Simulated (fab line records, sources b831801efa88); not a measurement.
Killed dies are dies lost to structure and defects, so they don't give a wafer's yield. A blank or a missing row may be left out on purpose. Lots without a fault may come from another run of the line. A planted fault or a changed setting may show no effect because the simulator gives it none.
fab line records | flow gf180mcu
record lots=14 wafers=42 last_day=34
route steps=602 shown V1@340 M2@363 V2@398 M3@414
lots that met no fault: from a run of the same line without faults
start_h: hours from the record's first day to the start of the lot's first wafer shown | wait_h: hours since the lot's step before | " the same as in the row above | L1.1+2: a row that stands for several wafers | - no value, or no start given | * or withheld: withheld | < > ~ a bound
route shown NAME@n: a module of which the file shows steps, and the number in the route of the first | usual: mean/standard deviation of fault-free wafers | same: alike in all rows | chamber/n: place in a boat | sites: the reading at each site | _std_site: their standard deviation | _edge_site: outer sites' mean less inner sites' | radius_mm: how far each site lies from the wafer's centre | mask NAME#n: copy n | behind: the tool/chamber that last shaped the wafer | hold: why the lot was held/for how many hours/how that ended | device: the transistor (n, p or np) that didn't switch | end of line: the same wafers' tests at the end of the route | a step without rows: its recipe alone | killed: dies lost to structure and defects at the first sort, not the wafer's yield | map: a wafer's dies, x killed, . not, _ none there
set.NAME: the setting as run; set.NAME@STEP: as run at that earlier step | model.NAME: the simulator's own value behind a step, which no gauge read
steps of the route over a sample of lots; a table a step, a row a wafer
services: from which hour (start_h, from the record's first day; less than 0 if before it) a tool's chamber was out of use, for how many hours, and why
## steps
# step GF_V1_BOW_MEAS_05
# recipe mode=bow
# usual V1_BOW=84/7.6
# columns lot.wafer tool chamber start_h wait_h V1_BOW[um]
L884.1 film_metro-01 - 403.73 0.1 74
L884.3 " - " " 72
L884.4 " - " " 72
L883.1 film_metro-01 - 408.12 0.2 93
L883.2 " - " " 97
L883.3 " - " " 90
L885.2 film_metro-03 - 412.54 0.2 74
L885.5 " - " " 70
L885.6 " - " " 69
L886.2 film_metro-03 - 426.40 0.2 85
L886.3 " - " " 90
L886.5 " - " " 91
L887.1 film_metro-01 - 435.58 0.1 85
L887.3 " - " " 79
L887.5 " - " " 84
L891.1 film_metro-03 - 470.79 0.1 90
L891.3 " - " " 87
L891.4 " - " " 92
L892.2 film_metro-04 - 479.53 0.2 71
L892.3 " - " " 84
L892.4 " - " " 80
L893.1 film_metro-03 - 485.94 0.2 74
L893.2 " - " " 77
L893.3 " - " " 77
L897.1 film_metro-04 - 529.25 0.1 86
L897.3 " - " " 74
L897.6 " - " " 77
L899.1 film_metro-04 - 537.82 0.2 84
L899.5 " - " " 81
L899.6 " - " " 89
L901.1 film_metro-03 - 557.47 0.2 81
L901.2 " - " " 88
L901.3 " - " " 81
L903.1 film_metro-03 - 565.65 0.2 89
L903.3 " - " " 97
L903.5 " - " " 87
L904.1 film_metro-03 - 582.92 0.2 85
L904.2 " - " " 91
L904.3 " - " " 79
L905.2 film_metro-03 - 584.14 0.2 75
L905.3 " - " " 85
L905.5 " - " " 81
# step GF_M2_SPUTTER_01
# recipe material=TiN target_thk_nm=30 power_w=6500 time_s=25 chamber_pressure_pa=0.4
# usual throttle_valve_pct=29.7/1.2
# columns lot.wafer tool chamber start_h wait_h throttle_valve_pct
L884.1 pvd_sputter-02 - 429.16 0.1 29.5
L884.3 " - " " 29.5
L884.4 " - " " 30.6
L883.1 pvd_sputter-03 - 433.19 0.1 29.0
L883.2 " - " " 32.2
L883.3 " - " " 28.3
L885.2 pvd_sputter-03 - 438.17 0.1 28.5
L885.5 " - " " 30.6
L885.6 " - " " 29.1
L886.2 pvd_sputter-01 - 452.67 0.1 28.7
L886.3 " - " " 30.0
L886.5 " - " " 29.4
L887.1 pvd_sputter-01 - 461.97 0.1 28.1
L887.3 " - " " 29.1
L887.5 " - " " 28.3
L891.1 pvd_sputter-03 - 496.72 0.1 30.4
L891.3 " - " " 32.3
L891.4 " - " " 29.2
L892.2 pvd_sputter-02 - 505.36 0.1 29.2
L892.3 " - " " 29.3
L892.4 " - " " 29.6
L893.1 pvd_sputter-01 - 511.40 0.1 30.0
L893.2 " - " " 29.3
L893.3 " - " " 28.3
L897.1 pvd_sputter-03 - 553.72 0.1 28.3
L897.3 " - " " 29.1
L897.6 " - " " 30.8
L899.1 pvd_sputter-01 - 562.18 0.1 29.7
L899.5 " - " " 29.3
L899.6 " - " " 29.8
L901.1 pvd_sputter-03 - 580.48 0.1 29.1
L901.2 " - " " 30.6
L901.3 " - " " 28.4
L903.1 pvd_sputter-01 - 588.54 0.1 29.6
L903.3 " - " " 29.7
L903.5 " - " " 28.1
L904.1 pvd_sputter-03 - 605.27 0.1 28.2
L904.2 " - " " 29.0
L904.3 " - " " 32.4
L905.2 pvd_sputter-01 - 606.94 0.1 29.2
L905.3 " - " " 27.8
L905.5 " - " " 30.0
# step GF_V2_ETCH_16
# recipe chemistry=N2/H2 target_depth_a=withheld overetch_a=withheld time_s=withheld target=BARC ion_energy_ev=200 source_w=500 bias_w=100 pressure_mtorr=30 n2_flow_sccm=100 h2_flow_sccm=200
# usual bias_w=100.02/0.3 chamber_pressure_mTorr=29.999/0.028 drypump_motor_current_A=5.8/0.32 oes_product_au=0.856/0.0051 throttle_valve_pct=13.225/0.0084
# columns lot.wafer tool chamber start_h wait_h bias_w chamber_pressure_mTorr drypump_motor_current_A oes_product_au throttle_valve_pct
L884.1 rie_diel-03 2 479.21 0.0 100.44 30.023 5.4 0.855 13.222
L884.3 " 1 " " 99.93 30.019 5.7 0.851 13.215
L884.4 " 3 " " 100.17 30.015 5.7 0.859 13.236
L883.1 rie_diel-01 0 483.02 0.0 99.42 30.028 5.8 0.851 13.239
L883.2 " 3 " " 99.64 29.999 6.0 0.856 13.201
L883.3 " 1 " " 100.66 30.035 5.9 0.856 13.228
L885.2 rie_diel-02 1 487.82 0.0 100.02 29.956 6.3 0.856 13.230
L885.5 " 3 " " 100.15 30.003 5.2 0.858 13.216
L885.6 " 0 " " 100.55 29.962 5.5 0.851 13.223
L886.2 rie_diel-03 3 503.47 0.0 99.81 29.976 5.7 0.860 13.203
L886.3 " 2 " " 100.11 30.034 5.5 0.847 13.208
L886.5 " 0 " " 99.70 30.020 6.1 0.862 13.209
L887.1 rie_diel-03 2 511.52 0.0 100.32 30.065 5.4 0.858 13.229
L887.3 " 1 " " 99.77 29.970 5.8 0.847 13.223
L887.5 " 1 " " 99.82 30.011 5.8 0.851 13.217
L891.1 rie_diel-03 0 544.22 0.0 100.63 30.031 6.1 0.846 13.226
L891.3 " 2 " " 100.52 30.003 5.4 0.851 13.223
L891.4 " 3 " " 99.71 30.015 5.7 0.855 13.229
L892.2 rie_diel-03 2 553.22 0.0 - - - - -
L892.3 " 0 " " - - - - -
L892.4 " 1 " " - - - - -
L893.1 rie_diel-03 3 558.67 0.0 - - - - -
L893.2 " 1 " " - - - - -
L893.3 " 0 " " - - - - -
L897.1 rie_diel-01 2 599.12 0.0 99.60 30.022 5.9 0.852 13.218
L897.3 " 3 " " 99.93 29.986 6.0 0.854 13.234
L897.6 " 2 " " 99.84 29.999 5.9 0.850 13.212
L899.1 rie_diel-02 2 606.17 0.0 100.08 29.984 6.3 0.856 13.216
L899.5 " 3 " " 100.12 30.006 5.2 0.862 13.231
L899.6 " 0 " " 100.20 30.003 5.5 0.852 13.230
L901.1 rie_diel-02 0 624.52 0.0 100.09 30.042 5.5 0.861 13.236
L901.2 " 1 " " 99.96 30.022 6.3 0.850 13.217
L901.3 " 3 " " 100.18 29.948 5.2 0.859 13.219
L903.1 rie_diel-02 2 631.06 0.0 100.43 30.027 6.2 0.853 13.233
L903.3 " 0 " " 100.19 29.998 5.5 0.863 13.227
L903.5 " 0 " " 100.42 29.970 5.5 0.862 13.238
L904.1 rie_diel-01 3 647.01 0.0 100.14 30.035 6.0 0.870 13.227
L904.2 " 2 " " 100.49 30.005 5.9 0.854 13.230
L904.3 " 0 " " 99.83 30.024 5.8 0.855 13.230
L905.2 rie_diel-02 3 648.71 0.0 100.58 30.029 5.2 0.857 13.225
L905.3 " 2 " " 100.01 29.997 6.3 0.851 13.227
L905.5 " 0 " " 100.30 29.979 5.5 0.849 13.237
# step GF_V2_ETCH_17
# recipe chemistry=C4F8/O2/Ar mask_material=KrF target=SiO2 stop_on=TiN source_w=1500 bias_w=1200 pressure_mtorr=40 c4f8_flow_sccm=withheld O2_flow_sccm=6 Ar_flow_sccm=300 time_s=withheld target_depth_a=6300
# usual bias_w=1200/3.6 chamber_pressure_mTorr=40.00/0.035 oes_product_au=0.856/0.005
# columns lot.wafer tool chamber start_h wait_h bias_w chamber_pressure_mTorr oes_product_au
L884.1 rie_diel-03 2 - - 1202 39.95 0.853
L884.3 " 1 " " 1211 40.00 0.856
L884.4 " 3 " " 1200 40.02 0.861
L883.1 rie_diel-01 0 - - 1203 40.05 0.858
L883.2 " 3 " " 1200 40.01 0.855
L883.3 " 1 " " 1199 39.95 0.863
L885.2 rie_diel-02 1 - - 1196 39.97 0.855
L885.5 " 3 " " 1203 40.03 0.858
L885.6 " 0 " " 1198 40.01 0.857
L886.2 rie_diel-03 3 - - 1205 40.01 0.862
L886.3 " 2 " " 1205 40.04 0.857
L886.5 " 0 " " 1197 40.01 0.858
L887.1 rie_diel-03 2 - - 1198 39.94 0.860
L887.3 " 1 " " 1198 40.03 0.857
L887.5 " 1 " " 1198 40.00 0.853
L891.1 rie_diel-03 0 - - 1207 39.97 0.857
L891.3 " 2 " " 1200 39.99 0.855
L891.4 " 3 " " 1200 40.04 0.860
L892.2 rie_diel-03 2 - - 1203 40.01 0.381
L892.3 " 0 " " 1194 39.98 0.371
L892.4 " 1 " " 1200 40.02 0.382
L893.1 rie_diel-03 3 - - 1199 40.00 0.375
L893.2 " 1 " " 1196 39.97 0.373
L893.3 " 0 " " 1204 40.03 0.360
L897.1 rie_diel-01 2 - - 1194 40.09 0.854
L897.3 " 3 " " 1198 39.99 0.862
L897.6 " 2 " " 1203 39.99 0.859
L899.1 rie_diel-02 2 - - 1202 40.06 0.853
L899.5 " 3 " " 1201 39.99 0.862
L899.6 " 0 " " 1201 39.98 0.854
L901.1 rie_diel-02 0 - - 1201 39.98 0.851
L901.2 " 1 " " 1202 40.01 0.855
L901.3 " 3 " " 1200 40.00 0.859
L903.1 rie_diel-02 2 - - 1197 39.99 0.858
L903.3 " 0 " " 1198 39.94 0.866
L903.5 " 0 " " 1193 40.05 0.851
L904.1 rie_diel-01 3 - - 1195 39.95 0.855
L904.2 " 2 " " 1202 39.97 0.859
L904.3 " 0 " " 1204 40.00 0.855
L905.2 rie_diel-02 3 - - 1191 39.99 0.854
L905.3 " 2 " " 1198 39.94 0.856
L905.5 " 0 " " 1201 39.97 0.861
# step GF_V2_STRIP_18
# recipe chemistry=O2/N2 power_w=1400 pressure_mtorr=1500 platen_temp_c=250 o2_flow_sccm=3000 n2_flow_sccm=300 overash_fraction=0.5
# usual drypump_motor_current_A=5.7/0.69 heater_power_w=334/19 oes_product_au=0.589/0.005
# columns lot.wafer tool chamber start_h wait_h drypump_motor_current_A heater_power_w oes_product_au rf_hours_counter_h
L884.1 plasma_asher-01 0 479.34 - 6.8 376 0.588 76
L884.3 " 1 " " 5.0 300 0.590 -
L884.4 " 0 " " 6.7 373 0.598 -
L883.1 plasma_asher-03 0 483.15 - 5.2 348 0.591 90
L883.2 " 1 " " 5.7 313 0.586 90
L883.3 " 0 " " 5.3 341 0.592 -
L885.2 plasma_asher-01 1 487.95 - 5.0 310 0.598 77
L885.5 " 0 " " 6.7 366 0.580 -
L885.6 " 1 " " 5.0 311 0.585 -
L886.2 plasma_asher-04 0 503.59 - 5.0 331 0.585 8
L886.3 " 1 " " 6.7 333 0.584 -
L886.5 " 1 " " 6.7 327 0.582 -
L887.1 plasma_asher-03 0 511.64 - 5.2 350 0.590 93
L887.3 " 0 " " 5.3 345 0.587 -
L887.5 " 0 " " 5.3 353 0.590 -
L891.1 plasma_asher-03 0 544.34 - 5.2 354 0.586 97
L891.3 " 0 " " 5.3 347 0.591 -
L891.4 " 1 " " 5.7 326 0.599 -
L892.2 plasma_asher-03 1 553.34 - 5.6 311 0.609 98
L892.3 " 1 " " 5.7 338 0.602 -
L892.4 " 0 " " 5.3 350 0.614 -
L893.1 plasma_asher-04 0 558.79 - 4.9 320 0.604 12
L893.2 " 1 " " 6.7 332 0.616 12
L893.3 " 0 " " 4.9 321 0.613 -
L897.1 plasma_asher-03 0 599.24 - 5.3 347 0.586 104
L897.3 " 1 " " 5.7 327 0.578 -
L897.6 " 1 " " 5.7 318 0.586 -
L899.1 plasma_asher-04 1 606.29 - 6.7 328 0.585 17
L899.5 " 1 " " 6.7 327 0.587 -
L899.6 " 0 " " 4.9 324 0.589 -
L901.1 plasma_asher-03 0 624.64 - 5.2 354 0.579 107
L901.2 " 1 " " 5.7 317 0.582 107
L901.3 " 1 " " 5.7 328 0.589 -
L903.1 plasma_asher-03 0 631.19 - 5.2 354 0.581 108
L903.3 " 0 " " 5.3 343 0.591 -
L903.5 " 1 " " 5.7 325 0.593 -
L904.1 plasma_asher-04 0 647.14 - 5.0 321 0.583 22
L904.2 " 1 " " 6.7 335 0.586 22
L904.3 " 0 " " 4.9 324 0.595 -
L905.2 plasma_asher-01 1 648.83 - 5.0 310 0.591 96
L905.3 " 0 " " 6.7 364 0.589 -
L905.5 " 1 " " 5.0 312 0.592 -
# step GF_M3_RS_MEAS_05
# recipe thk_meas_gauge=four-point-probe reads=TiN_of_M3_SPUTTER_04+Ti_of_M3_SPUTTER_03+AlCu_of_M3_SPUTTER_02+TiN_of_M3_SPUTTER_01+Ti_of_M3_SPUTTER_00
# usual M3_ALCU_RS=0.0700/0.0007
# columns lot.wafer tool chamber start_h wait_h M3_ALCU_RS[ohm/sq]
L884.1 film_metro-03 - 480.82 0.0 0.0704
L884.3 " - " " 0.0705
L884.4 " - " " 0.0708
L883.1 film_metro-03 - 484.59 0.0 0.0696
L883.2 " - " " 0.0705
L883.3 " - " " 0.0706
L885.2 film_metro-01 - 489.75 0.0 0.0704
L885.5 " - " " 0.0710
L885.6 " - " " 0.0698
L886.2 film_metro-02 - 505.41 0.0 0.0689
L886.3 " - " " 0.0706
L886.5 " - " " 0.0700
L887.1 film_metro-03 - 513.43 0.0 0.0694
L887.3 " - " " 0.0698
L887.5 " - " " 0.0689
L891.1 film_metro-01 - 545.82 0.0 0.0713
L891.3 " - " " 0.0709
L891.4 " - " " 0.0701
L897.1 film_metro-02 - 600.72 0.0 0.0687
L897.3 " - " " 0.0695
L897.6 " - " " 0.0685
L899.1 film_metro-02 - 607.76 0.0 0.0698
L899.5 " - " " 0.0696
L899.6 " - " " 0.0703
L901.1 film_metro-02 - 626.12 0.0 0.0691
L901.2 " - " " 0.0698
L901.3 " - " " 0.0702
L903.1 film_metro-01 - 632.85 0.0 0.0706
L903.3 " - " " 0.0705
L903.5 " - " " 0.0710
L904.1 film_metro-03 - 648.60 0.0 0.0696
L904.2 " - " " 0.0698
L904.3 " - " " 0.0705
L905.2 film_metro-01 - 650.69 0.0 0.0696
L905.3 " - " " 0.0708
L905.5 " - " " 0.0706
## services
# columns tool chamber start_h hours kind
plasma_asher-01 - 416.28 15.6 pm
plasma_asher-04 - 421.25 9.0 pm
rie_diel-01 - 421.34 14.6 pm
rie_diel-02 - 439.68 2.8 pm
rie_diel-02 2 442.60 15.6 repair
rie_diel-01 3 450.20 7.5 repair
plasma_asher-01 - 453.90 2.3 repair
rie_diel-02 0 456.76 16.4 repair
rie_diel-03 0 456.91 1.3 repair
plasma_asher-01 - 462.78 0.4 repair
rie_diel-02 1 468.22 3.5 repair
rie_diel-01 2 477.02 9.1 repair
rie_diel-01 2 496.73 5.4 repair
rie_diel-03 1 500.79 3.7 repair
rie_diel-03 2 501.11 2.1 repair
rie_diel-03 0 522.86 4.8 repair
rie_diel-02 0 525.24 2.9 repair
plasma_asher-04 - 537.46 15.6 pm
rie_diel-03 0 539.29 2.9 repair
rie_diel-01 0 575.82 14.0 repair
plasma_asher-04 - 579.14 2.8 pm
rie_diel-03 2 600.98 5.8 repair
pvd_sputter-01 - 608.73 1.3 repair
pvd_sputter-01 - 621.96 0.6 repair
## key
first_sign step=GF_V2_ETCH_16 reading=tool_record direction=missing
effect step=GF_V2_ETCH_17 reading=oes_product_au direction=down sigmas=97 usual=0.856 struck=0.374
effect step=GF_V2_STRIP_18 reading=oes_product_au direction=up sigmas=4.1 usual=0.589 struck=0.610
met_at GF_V2_ETCH_16
struck_lots L892,L893
later_rows_left_out L892.2,L892.3,L892.4,L893.1,L893.2,L893.3
sort_left_out L892.2,L892.3,L892.4,L893.1,L893.2,L893.3
not_acting_at GF_V1_BOW_MEAS_05,GF_M2_SPUTTER_01,GF_M3_RS_MEAS_05
onset_between 544.22 553.22
fault kind=skipped_step_whole tool=rie_diel-03 chamber=- onset_h=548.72 steps=GF_V2_ETCH_16 scope=struck_lots_only
# sort_left_out: the simulated sort isn't trusted on such a fault, so these wafers' sort isn't shown, and their yield isn't known
# later_rows_left_out: the simulator's readings of these wafers behind a module that went badly wrong aren't trusted and aren't shown, but for the sort
